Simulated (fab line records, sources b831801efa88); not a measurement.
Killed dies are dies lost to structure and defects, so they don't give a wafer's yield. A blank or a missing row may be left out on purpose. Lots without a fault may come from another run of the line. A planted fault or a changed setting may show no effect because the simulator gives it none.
fab line records | flow sky130
record lots=24 wafers=72 last_day=50
route steps=708 shown LI_CONTACT@363 VIA1@481 VIA2@508 CAPM@549 METAL4@600 PASSIVATION@684
lots that met no fault: from a run of the same line without faults
start_h: hours from the record's first day to the start of the lot's first wafer shown | wait_h: hours since the lot's step before | " the same as in the row above | L1.1+2: a row that stands for several wafers | - no value, or no start given | * or withheld: withheld | < > ~ a bound
route shown NAME@n: a module of which the file shows steps, and the number in the route of the first | usual: mean/standard deviation of fault-free wafers | same: alike in all rows | chamber/n: place in a boat | sites: the reading at each site | _std_site: their standard deviation | _edge_site: outer sites' mean less inner sites' | radius_mm: how far each site lies from the wafer's centre | mask NAME#n: copy n | behind: the tool/chamber that last shaped the wafer | hold: why the lot was held/for how many hours/how that ended | device: the transistor (n, p or np) that didn't switch | end of line: the same wafers' tests at the end of the route | a step without rows: its recipe alone | killed: dies lost to structure and defects at the first sort, not the wafer's yield | map: a wafer's dies, x killed, . not, _ none there
set.NAME: the setting as run; set.NAME@STEP: as run at that earlier step | model.NAME: the simulator's own value behind a step, which no gauge read
steps of the route over a sample of lots; a table a step, a row a wafer
services: from which hour (start_h, from the record's first day; less than 0 if before it) a tool's chamber was out of use, for how many hours, and why
## steps
# step SKY_LI_CONTACT_THK_MEAS_01
# recipe reads=PSG_of_LI_CONTACT_HDPCVD_00
# usual LI_CONTACT_HDPCVD_THK=964/13
# columns lot.wafer tool chamber start_h wait_h LI_CONTACT_HDPCVD_THK[nm]
L074.1 film_metro-02 - 656.74 0.1 984
L074.3 " - " " 971
L074.6 " - " " 963
L075.2 film_metro-02 - 658.24 0.1 971
L075.5 " - " " 968
L075.6 " - " " 971
L076.2 film_metro-02 - 671.69 0.1 969
L076.3 " - " " 971
L076.4 " - " " 969
L077.3 film_metro-03 - 675.76 0.1 985
L077.5 " - " " 968
L077.6 " - " " 959
L078.2 film_metro-01 - 683.04 0.1 969
L078.3 " - " " 988
L078.6 " - " " 988
L079.1 film_metro-03 - 696.33 0.1 960
L079.3 " - " " 962
L079.5 " - " " 963
L080.3 film_metro-02 - 712.24 0.1 942
L080.4 " - " " 943
L080.5 " - " " 948
L081.2 film_metro-03 - 717.65 0.1 986
L081.4 " - " " 969
L081.5 " - " " 976
L082.2 film_metro-01 - 719.50 0.1 953
L082.3 " - " " 968
L082.6 " - " " 949
L083.2 film_metro-01 - 725.93 0.1 954
L083.5 " - " " 960
L083.6 " - " " 984
L084.1 film_metro-03 - 739.09 0.1 966
L084.2 " - " " 962
L084.3 " - " " 975
L085.3 film_metro-03 - 745.44 0.1 954
L085.5 " - " " 943
L085.6 " - " " 969
L086.1 film_metro-03 - 751.59 0.1 940
L086.3 " - " " 955
L086.5 " - " " 939
L087.1 film_metro-02 - 766.27 0.1 956
L087.4 " - " " 954
L087.5 " - " " 952
L088.1 film_metro-03 - 767.37 0.1 951
L088.2 " - " " 968
L088.6 " - " " 952
L089.1 film_metro-01 - 779.08 0.1 961
L089.2 " - " " 966
L089.5 " - " " 967
L090.1 film_metro-03 - 786.33 0.1 952
L090.4 " - " " 933
L090.5 " - " " 943
L091.2 film_metro-03 - 792.48 0.1 946
L091.5 " - " " 949
L091.6 " - " " 980
L092.1 film_metro-03 - 801.05 0.1 944
L092.3 " - " " 958
L092.5 " - " " 956
L093.3 film_metro-03 - 802.66 0.1 976
L093.4 " - " " 941
L093.6 " - " " 975
L094.1 film_metro-03 - 813.44 0.1 954
L094.2 " - " " 970
L094.6 " - " " 950
L095.2 film_metro-02 - 823.00 0.1 984
L095.4 " - " " 953
L095.6 " - " " 963
L096.1 film_metro-03 - 831.58 0.1 973
L096.4 " - " " 954
L096.6 " - " " 987
L097.1 film_metro-03 - 834.81 0.1 997
L097.2 " - " " 972
L097.6 " - " " 968
# step SKY_VIA1_THK_MEAS_23
# recipe thk_meas_gauge=xrf reads=W_of_VIA1_CVD_21
# usual VIA1_W_THK=274/3.4
# columns lot.wafer tool chamber start_h wait_h VIA1_W_THK[nm]
L074.1 film_metro-02 - 804.13 0.1 278
L074.3 " - " " 280
L074.6 " - " " 273
L075.2 film_metro-02 - 806.00 0.1 280
L075.5 " - " " 284
L075.6 " - " " 279
L076.2 film_metro-03 - 818.59 0.1 278
L076.3 " - " " 277
L076.4 " - " " 277
L077.3 film_metro-02 - 822.00 0.1 277
L077.5 " - " " 274
L077.6 " - " " 274
L078.2 film_metro-03 - 829.01 0.1 272
L078.3 " - " " 274
L078.6 " - " " 277
L079.1 film_metro-02 - 839.71 0.1 273
L079.3 " - " " 271
L079.5 " - " " 274
L080.3 film_metro-03 - 855.99 0.1 275
L080.4 " - " " 273
L080.5 " - " " 275
L081.2 film_metro-03 - 860.40 0.1 272
L081.4 " - " " 273
L081.5 " - " " 274
L082.2 film_metro-02 - 862.43 0.1 276
L082.3 " - " " 276
L082.6 " - " " 273
L083.2 film_metro-03 - 868.23 0.1 276
L083.5 " - " " 275
L083.6 " - " " 269
L084.1 film_metro-03 - 880.83 0.1 276
L084.2 " - " " 272
L084.3 " - " " 279
L085.3 film_metro-03 - 886.45 0.1 273
L085.5 " - " " 274
L085.6 " - " " 275
L086.1 film_metro-02 - 892.30 0.1 271
L086.3 " - " " 272
L086.5 " - " " 274
L087.1 film_metro-02 - 906.39 0.1 277
L087.4 " - " " 270
L087.5 " - " " 274
L088.1 film_metro-02 - 906.78 0.1 273
L088.2 " - " " 275
L088.6 " - " " 275
L089.1 film_metro-03 - 918.87 0.1 270
L089.2 " - " " 268
L089.5 " - " " 271
L090.1 film_metro-03 - 924.23 0.1 265
L090.4 " - " " 266
L090.5 " - " " 270
L091.2 film_metro-02 - 928.96 0.1 273
L091.5 " - " " 273
L091.6 " - " " 273
L092.1 film_metro-02 - 937.97 0.1 276
L092.3 " - " " 273
L092.5 " - " " 276
L093.3 film_metro-03 - 942.84 0.1 267
L093.4 " - " " 271
L093.6 " - " " 269
L094.1 film_metro-02 - 949.96 0.1 276
L094.2 " - " " 276
L094.6 " - " " 277
L095.2 film_metro-03 - 958.72 0.1 271
L095.4 " - " " 269
L095.6 " - " " 270
L096.1 film_metro-02 - 966.37 0.1 276
L096.4 " - " " 275
L096.6 " - " " 282
L097.1 film_metro-01 - 970.82 0.1 272
L097.2 " - " " 271
L097.6 " - " " 276
# step SKY_VIA2_THK_MEAS_01
# recipe reads=SiO2_of_VIA2_HDPCVD_00
# usual VIA2_HDPCVD_THK=1210/13
# columns lot.wafer tool chamber start_h wait_h VIA2_HDPCVD_THK[nm]
L074.1 film_metro-04 - 831.93 0.1 1220
L074.3 " - " " 1200
L074.6 " - " " 1199
L075.2 film_metro-04 - 834.16 0.1 1225
L075.5 " - " " 1238
L075.6 " - " " 1231
L076.2 film_metro-02 - 846.57 0.1 1199
L076.3 " - " " 1225
L076.4 " - " " 1221
L077.3 film_metro-02 - 849.53 0.1 1226
L077.5 " - " " 1220
L077.6 " - " " 1227
L078.2 film_metro-02 - 856.82 0.1 1207
L078.3 " - " " 1215
L078.6 " - " " 1206
L079.1 film_metro-04 - 866.68 0.1 1205
L079.3 " - " " 1184
L079.5 " - " " 1194
L080.3 film_metro-03 - 883.93 0.1 1206
L080.4 " - " " 1189
L080.5 " - " " 1200
L081.2 film_metro-03 - 887.74 0.1 1213
L081.4 " - " " 1210
L081.5 " - " " 1200
L082.2 film_metro-04 - 890.24 0.1 1211
L082.3 " - " " 1183
L082.6 " - " " 1192
L083.2 film_metro-04 - 896.23 0.1 1207
L083.5 " - " " 1221
L083.6 " - " " 1208
L084.1 film_metro-04 - 908.42 0.1 1239
L084.2 " - " " 1241
L084.3 " - " " 1212
L085.3 film_metro-03 - 913.67 0.1 1228
L085.5 " - " " 1231
L085.6 " - " " 1220
L086.1 film_metro-03 - 920.15 0.1 1210
L086.3 " - " " 1192
L086.5 " - " " 1202
L087.1 film_metro-02 - 933.73 0.1 1228
L087.4 " - " " 1236
L087.5 " - " " 1221
L088.1 film_metro-04 - 934.16 0.1 1208
L088.2 " - " " 1213
L088.6 " - " " 1218
L089.1 film_metro-04 - 945.98 0.1 1202
L089.2 " - " " 1182
L089.5 " - " " 1216
L090.1 film_metro-03 - 951.53 0.1 1213
L090.4 " - " " 1201
L090.5 " - " " 1216
L091.2 film_metro-02 - 955.38 0.1 1197
L091.5 " - " " 1200
L091.6 " - " " 1209
L092.1 film_metro-02 - 965.40 0.1 1217
L092.3 " - " " 1219
L092.5 " - " " 1211
L093.3 film_metro-02 - 969.48 0.1 1207
L093.4 " - " " 1188
L093.6 " - " " 1209
L094.1 film_metro-03 - 976.97 0.1 1216
L094.2 " - " " 1229
L094.6 " - " " 1213
L095.2 film_metro-04 - 984.17 0.1 1216
L095.4 " - " " 1200
L095.6 " - " " 1204
L096.1 film_metro-02 - 992.52 0.1 1209
L096.4 " - " " 1198
L096.6 " - " " 1209
L097.1 film_metro-04 - 996.90 0.1 1201
L097.2 " - " " 1199
L097.6 " - " " 1212
# step SKY_CAPM_OVL_MEAS_12
# usual CAPM_OVL=1.2/1.4
# columns lot.wafer tool chamber start_h wait_h CAPM_OVL[nm]
L074.1 overlay-01 - 886.96 0.1 1.5
L074.3 " - " " 1.5
L074.6 " - " " 1.6
L075.2 overlay-02 - 888.11 0.1 1.8
L075.5 " - " " 1.9
L075.6 " - " " 1.2
L076.2 overlay-01 - 900.47 0.1 3.4
L076.3 " - " " 4.2
L076.4 " - " " 4.2
L077.3 overlay-01 - 903.63 0.1 1.4
L077.5 " - " " 2.3
L077.6 " - " " 2.3
L078.2 overlay-01 - 910.52 0.1 3.3
L078.3 " - " " 3.0
L078.6 " - " " 1.7
L079.1 overlay-02 - 920.56 0.1 0.1
L079.3 " - " " -0.9
L079.5 " - " " 0.6
L080.3 overlay-01 - 936.78 0.1 0.0
L080.4 " - " " -0.5
L080.5 " - " " 1.5
L081.2 overlay-02 - 940.17 0.1 3.2
L081.4 " - " " 2.4
L081.5 " - " " 3.3
L082.2 overlay-01 - 942.92 0.1 0.1
L082.3 " - " " -0.1
L082.6 " - " " 1.5
L083.2 overlay-01 - 949.12 0.1 -0.1
L083.5 " - " " 2.8
L083.6 " - " " 2.1
L084.1 overlay-02 - 960.81 0.1 2.2
L084.2 " - " " 3.2
L084.3 " - " " 1.8
L085.3 overlay-02 - 966.78 0.1 1.9
L085.5 " - " " -0.7
L085.6 " - " " 0.7
L086.1 overlay-01 - 971.46 0.1 -1.4
L086.3 " - " " -2.1
L086.5 " - " " -0.4
L087.1 overlay-02 - 984.55 0.1 0.5
L087.4 " - " " 1.7
L087.5 " - " " -1.0
L088.1 overlay-01 - 985.32 0.1 1.3
L088.2 " - " " 0.6
L088.6 " - " " 1.6
L089.1 overlay-02 - 996.01 0.1 0.7
L089.2 " - " " -0.7
L089.5 " - " " -1.8
L090.1 overlay-02 - 1001.90 0.1 1.8
L090.4 " - " " 0.9
L090.5 " - " " 1.5
L091.2 overlay-01 - 1005.56 0.1 4.3
L091.5 " - " " 3.3
L091.6 " - " " 2.8
L092.1 overlay-01 - 1015.60 0.1 2.4
L092.3 " - " " 1.2
L092.5 " - " " 1.2
L093.3 overlay-02 - 1018.81 0.1 -0.6
L093.4 " - " " 0.0
L093.6 " - " " -1.5
L094.1 overlay-01 - 1026.36 0.1 0.9
L094.2 " - " " 1.1
L094.6 " - " " 0.1
L095.2 overlay-01 - 1031.66 0.1 0.2
L095.4 " - " " -0.1
L095.6 " - " " 0.9
L096.1 overlay-01 - 1041.75 0.1 0.5
L096.4 " - " " 0.9
L096.6 " - " " 1.7
L097.1 overlay-01 - 1043.47 0.1 0.4
L097.2 " - " " 0.2
L097.6 " - " " -0.3
# step SKY_METAL4_SPUTTER_02
# recipe material=AlCu target_thk_nm=735 power_w=10600 time_s=39.1 chamber_pressure_pa=0.4
# usual throttle_valve_pct=29.7/1.1
# same time_s=39.1
# columns lot.wafer tool chamber start_h wait_h throttle_valve_pct
L074.1 pvd_sputter-03 - 941.51 0.0 30.4
L074.3 " - " " 29.0
L074.6 " - " " 29.1
L075.2 pvd_sputter-01 - 943.04 0.0 29.3
L075.5 " - " " 31.5
L075.6 " - " " 29.2
L076.2 pvd_sputter-01 - 953.62 0.0 28.3
L076.3 " - " " 31.6
L076.4 " - " " 29.2
L077.3 pvd_sputter-01 - 958.40 0.0 31.5
L077.5 " - " " 28.0
L077.6 " - " " 29.1
L078.2 pvd_sputter-02 - 964.29 0.0 31.3
L078.3 " - " " 29.6
L078.6 " - " " 30.0
L079.1 pvd_sputter-02 - 973.95 0.0 28.9
L079.3 " - " " 30.0
L079.5 " - " " 29.6
L080.3 pvd_sputter-01 - 989.69 0.0 28.2
L080.4 " - " " 31.8
L080.5 " - " " 29.3
L081.2 pvd_sputter-01 - 993.83 0.0 28.2
L081.4 " - " " 29.3
L081.5 " - " " 29.2
L082.2 pvd_sputter-03 - 995.12 0.0 28.9
L082.3 " - " " 30.0
L082.6 " - " " 29.1
L083.2 pvd_sputter-01 - 1001.30 0.0 29.2
L083.5 " - " " 28.3
L083.6 " - " " 29.5
L084.1 pvd_sputter-03 - 1012.31 0.0 29.8
L084.2 " - " " 28.7
L084.3 " - " " 29.1
L085.3 pvd_sputter-01 - 1018.68 0.0 31.5
L085.5 " - " " 31.6
L085.6 " - " " 29.1
L086.1 pvd_sputter-02 - 1022.30 0.0 29.0
L086.3 " - " " 29.9
L086.5 " - " " 29.5
L087.1 pvd_sputter-01 - 1039.38 0.0 31.2
L087.4 " - " " 29.4
L087.5 " - " " 29.5
L088.1 pvd_sputter-01 - 1039.68 0.0 31.4
L088.2 " - " " 28.9
L088.6 " - " " 28.3
L089.1 pvd_sputter-03 - 1045.10 0.0 30.1
L089.2 " - " " 29.2
L089.5 " - " " 29.3
L090.1 pvd_sputter-03 - 1050.63 0.0 31.7
L090.4 " - " " 30.3
L090.5 " - " " 31.8
L091.2 pvd_sputter-03 - 1062.74 0.0 29.1
L091.5 " - " " 30.1
L091.6 " - " " 29.4
L092.1 pvd_sputter-03 - 1066.21 0.0 29.0
L092.3 " - " " 29.9
L092.5 " - " " 29.5
L093.3 pvd_sputter-02 - 1068.96 0.0 29.2
L093.4 " - " " 29.3
L093.6 " - " " 29.4
L094.1 pvd_sputter-01 - 1072.44 0.0 27.9
L094.2 " - " " 31.5
L094.6 " - " " 31.4
L095.2 pvd_sputter-01 - 1077.58 0.0 31.4
L095.4 " - " " 29.3
L095.6 " - " " 27.8
L096.1 pvd_sputter-03 - 1089.94 0.0 31.7
L096.4 " - " " 29.5
L096.6 " - " " 28.8
L097.1 pvd_sputter-02 - 1092.11 0.0 28.9
L097.2 " - " " 29.6
L097.6 " - " " 29.4
# step SKY_PASSIVATION_THK_MEAS_03
# recipe reads=Si3N4_of_PASSIVATION_CVD_02
# usual PASSIVATION_CVD_02_THK=541/6.9
# columns lot.wafer tool chamber start_h wait_h PASSIVATION_CVD_02_THK[nm]
L074.1 film_metro-02 - 1042.03 - 528
L074.3 " - " " 537
L074.6 " - " " 538
L075.2 film_metro-01 - 1042.34 - 528
L075.5 " - " " 538
L075.6 " - " " 541
L076.2 film_metro-03 - 1052.66 - 545
L076.3 " - " " 555
L076.4 " - " " 546
L077.3 film_metro-02 - 1055.12 - 556
L077.5 " - " " 547
L077.6 " - " " 539
L078.2 film_metro-01 - 1059.66 - 531
L078.3 " - " " 535
L078.6 " - " " 545
L079.1 film_metro-01 - 1069.79 - 535
L079.3 " - " " 549
L079.5 " - " " 547
L080.3 film_metro-03 - 1087.32 - 532
L080.4 " - " " 545
L080.5 " - " " 545
L081.2 film_metro-02 - 1088.97 - 532
L081.4 " - " " 539
L081.5 " - " " 538
L082.2 film_metro-02 - 1089.23 - 530
L082.3 " - " " 544
L082.6 " - " " 543
L083.2 film_metro-01 - 1093.95 - 542
L083.5 " - " " 544
L083.6 " - " " 552
L084.1 film_metro-01 - 1099.77 - 529
L084.2 " - " " 535
L084.3 " - " " 537
L085.3 film_metro-03 - 1111.03 - 537
L085.5 " - " " 547
L085.6 " - " " 555
L086.1 film_metro-01 - 1113.69 - 527
L086.3 " - " " 534
L086.5 " - " " 550
L087.1 film_metro-02 - 1127.17 - 545
L087.4 " - " " 546
L087.5 " - " " 547
L088.1 film_metro-01 - 1127.84 - 546
L088.2 " - " " 538
L088.6 " - " " 554
L089.1 film_metro-01 - 1133.59 - 542
L089.2 " - " " 535
L089.5 " - " " 551
L090.1 film_metro-03 - 1138.02 - 547
L090.4 " - " " 544
L090.5 " - " " 544
L091.2 film_metro-03 - 1146.80 - 542
L091.5 " - " " 544
L091.6 " - " " 546
L092.1 film_metro-01 - 1151.83 - 537
L092.3 " - " " 536
L092.5 " - " " 535
L093.3 film_metro-01 - 1155.56 - 529
L093.4 " - " " 541
L093.6 " - " " 546
L094.1 film_metro-01 - 1158.65 - 534
L094.2 " - " " 531
L094.6 " - " " 547
L095.2 film_metro-03 - 1160.90 - 538
L095.4 " - " " 549
L095.6 " - " " 541
L096.1 film_metro-03 - 1173.62 - 536
L096.4 " - " " 548
L096.6 " - " " 545
L097.1 film_metro-02 - 1174.36 - 541
L097.2 " - " " 539
L097.6 " - " " 549
## services
# columns tool chamber start_h hours kind
pvd_sputter-01 - 998.05 2.1 repair
pvd_sputter-01 2 1018.78 - consumable_replace:kit
pvd_sputter-01 2 1018.78 18.0 scheduled_down
pvd_sputter-01 2 1018.78 18.0 vent_cycle
pvd_sputter-02 3 1062.34 - consumable_replace:kit
pvd_sputter-02 3 1062.34 18.0 scheduled_down
pvd_sputter-02 3 1062.34 18.0 vent_cycle
pvd_sputter-01 - 1065.34 5.4 repair
pvd_sputter-03 - 1072.59 3.6 repair
pvd_sputter-03 3 1089.46 - consumable_replace:kit
pvd_sputter-03 3 1089.46 18.0 scheduled_down
pvd_sputter-03 3 1089.46 18.0 vent_cycle
## key
fault none
